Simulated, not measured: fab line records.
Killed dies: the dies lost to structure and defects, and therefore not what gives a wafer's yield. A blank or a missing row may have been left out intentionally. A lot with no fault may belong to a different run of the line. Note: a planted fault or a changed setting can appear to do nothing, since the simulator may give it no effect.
A struck lot beside a sound one	flow sky130	43 steps out of a route of 708
Sound: the wafers L893.2, L893.5, L893.6. Wafers L909.1, L909.2 were the ones struck. The cause comes at the end.
Each step with rows lists, per side, the tool, then ch with its chambers, then its first start. Under that, the readings that differ: sound wafers	struck wafers	difference of the means	sigmas: that difference in standard deviations of wafers without a fault.
alike: a reading whose means differ by less than 2 such deviations, as well as words and numbers matching on both sides. not compared: withheld readings; readings where some wafer has no value; bounds like >300 that might hide an equal value; numbers whose values overlap and for which the record gives no deviation.
A row with sigmas, a row that says differs or no value, or rows on one side alone: a step with any of these is where the two part. Numbers that have no deviation but don't overlap get no sigmas and don't part them. A reading that every wafer of one side lacks parts them only if that side has two wafers or more.

SKY_LDD_HVP_TW_MEAS_10:
  sound on film metro-02 at day 23 03:03; struck on film metro-04 at day 28 22:02
reading	sound	struck	difference	sigmas
LDD_HVP_TW	450.5 450.0 451.2	457.9 458.7	+7.7	+3
then, 7 steps without rows for these wafers: SKY_LDD_LDN_DEHYDRATE_00 (time 60 s); SKY_LDD_LDN_HMDS_01 (prime time 60 s); SKY_LDD_LDN_COAT_02 (resist thk 1140 nm); SKY_LDD_LDN_SOFTBAKE_03 (time 60 s); SKY_LDD_LDN_EXPOSE_04 (exposes mask LDNTM, target cd 700 nm); SKY_LDD_LDN_PEB_05; SKY_LDD_LDN_DEVELOP_06 (develop time 60 s).
SKY_LDD_LDN_OVL_MEAS_07:
  sound on overlay-02 at day 24 09:00; struck on overlay-01 at day 30 01:47
  alike: LDD_LDN_OVL
then, 3 steps without rows for these wafers: SKY_LDD_LDN_IMPLANT_08; SKY_LDD_LDN_IMPLANT_09; SKY_LDD_LDN_IMPLANT_10.
SKY_LDD_LDN_IMPLANT_11:
  sound on implanter-04 ch 0, day 24 09:31; struck on implanter-01 ch 0, day 30 02:16
SKY_LDD_LDN_STRIP_12: strips in O2/N2.
  sound on plasma asher-03 ch 0,1, day 24 09:38; struck on plasma asher-04 ch 0,1, day 30 02:25
reading	sound	struck	difference	sigmas
strip time to endpoint s (s)	14.16 14.15 14.12	14.21 14.21	+0.07	+2
  alike: drypump motor current A, oes product au
  not compared: rf hours counter h
SKY_LDD_LDN_TW_MEAS_13:
  sound on film metro-04 at day 24 09:44; struck on film metro-01 at day 30 02:31
  alike: LDD_LDN_TW
then, 2 steps without rows for these wafers: SKY_LDD_LDN_CLEAN_14 (cleans in SC1/SC2, time 150 s); SKY_SPACER_CVD_00 (deposits Si3N4 from DCS/NH3, target thk 43.1 nm, time 740 s).
SKY_SPACER_THK_MEAS_01:
  sound on film metro-04 at day 24 11:04; struck on film metro-01 at day 30 05:04
  alike: SPACER_CVD_00_THK
SKY_SPACER_ETCHBACK_02: etches Si3N4 in CH3F/O2, stops on SiO2, time 46.7 s, target depth 45 nm.
  sound on rie diel-01 ch 0,1,3, day 24 11:07; struck on rie diel-01 ch 0,2, day 30 05:08
  alike: drypump motor current A, oes product au, throttle valve pct
  not compared: rf hours counter h
then, 8 steps without rows for these wafers: SKY_POLY_CUT_DEHYDRATE_00 (time 60 s); SKY_POLY_CUT_HMDS_01 (prime time 60 s); SKY_POLY_CUT_COAT_02 (resist thk 60 nm); SKY_POLY_CUT_COAT_03 (resist thk 450 nm); SKY_POLY_CUT_SOFTBAKE_04 (time 90 s); SKY_POLY_CUT_EXPOSE_05 (exposes mask NPCM, target cd 270 nm); SKY_POLY_CUT_PEB_06; SKY_POLY_CUT_DEVELOP_07 (develop time 60 s).
SKY_POLY_CUT_CD_MEAS_08: the cd target is 270 nm.
  sound on cd sem-02 at day 25 17:04; struck on cd sem-01 at day 31 08:48
  alike: cd nm
SKY_POLY_CUT_OVL_MEAS_09:
  sound on overlay-01 at day 25 17:11; struck on overlay-02 at day 31 08:55
  alike: POLY_CUT_OVL
SKY_POLY_CUT_ETCH_10: etches BARC in N2/H2, stops on SiO2, time 45.9 s, target depth 60 nm.
  sound on rie diel-03 ch 1,2,3, day 25 17:13; struck on rie diel-02 ch 2,3, day 31 08:58
  alike: drypump motor current A, oes product au, throttle valve pct
  not compared: rf hours counter h
SKY_POLY_CUT_ETCH_11: etches Si3N4 in CF4/CH2F2/Ar, stops on poly-Si, time 42.5 s, target depth 60 nm.
  sound on rie diel-03 ch 1,2,3, day 25 17:15; struck on rie diel-02 ch 2,3, day 31 09:00
  alike: drypump motor current A, oes product au, throttle valve pct
  not compared: rf hours counter h
SKY_POLY_CUT_STRIP_12: strips in O2/N2.
  sound on plasma asher-01 ch 0,1, day 25 17:17; struck on plasma asher-02 ch 0,1, day 31 09:02
  alike: drypump motor current A, oes product au, strip time to endpoint s
  not compared: rf hours counter h
then, 7 steps without rows for these wafers: SKY_SD_P_DEHYDRATE_00 (time 60 s); SKY_SD_P_HMDS_01 (prime time 60 s); SKY_SD_P_COAT_02 (resist thk 1140 nm); SKY_SD_P_SOFTBAKE_03 (time 60 s); SKY_SD_P_EXPOSE_04 (exposes mask PSDM, target cd 380 nm); SKY_SD_P_PEB_05; SKY_SD_P_DEVELOP_06 (develop time 60 s).
SKY_SD_P_CD_MEAS_07: the cd target is 380 nm.
  sound on cd sem-02 at day 26 22:49; struck on cd sem-01 at day 32 12:18
  alike: cd nm
SKY_SD_P_OVL_MEAS_08:
  sound on overlay-02 at day 26 22:55; struck on overlay-02 at day 32 12:25
  alike: SD_P_OVL
following that, these wafers have no rows for 1 step: SKY_SD_P_IMPLANT_09.
-- record jumps: 18 days separate the struck wafers' starts on either side; left off in module SD_P, taken up again in module PAD_OPEN, whose first shown step is the route's number 708 --
SKY_PAD_OPEN_PROBE_99:
  sound on prober-02 at day 46 22:53; struck on prober-01 at day 50 09:50
reading	sound	struck	difference	sigmas
model.etest.tip sonos.rs ohm sq range	44.66 44.78 42.67	93.61 77.6	+41.57	
model.etest.tip sonos.rs ohm sq rim less centre	20.23 24.49 11.6	-20.91 -20.48	-39.47	

## WHERE THEY PART
First at SKY_LDD_HVP_TW_MEAS_10; last, within this record, at SKY_LDD_LDN_STRIP_12. Later steps at which nothing parts them and some readings are alike: SKY_LDD_LDN_TW_MEAS_13, SKY_SPACER_THK_MEAS_01, SKY_SPACER_ETCHBACK_02, SKY_POLY_CUT_CD_MEAS_08, SKY_POLY_CUT_OVL_MEAS_09, SKY_POLY_CUT_ETCH_10, SKY_POLY_CUT_ETCH_11, SKY_POLY_CUT_STRIP_12, SKY_SD_P_CD_MEAS_07, SKY_SD_P_OVL_MEAS_08.

WHY: what had been put in by the simulator
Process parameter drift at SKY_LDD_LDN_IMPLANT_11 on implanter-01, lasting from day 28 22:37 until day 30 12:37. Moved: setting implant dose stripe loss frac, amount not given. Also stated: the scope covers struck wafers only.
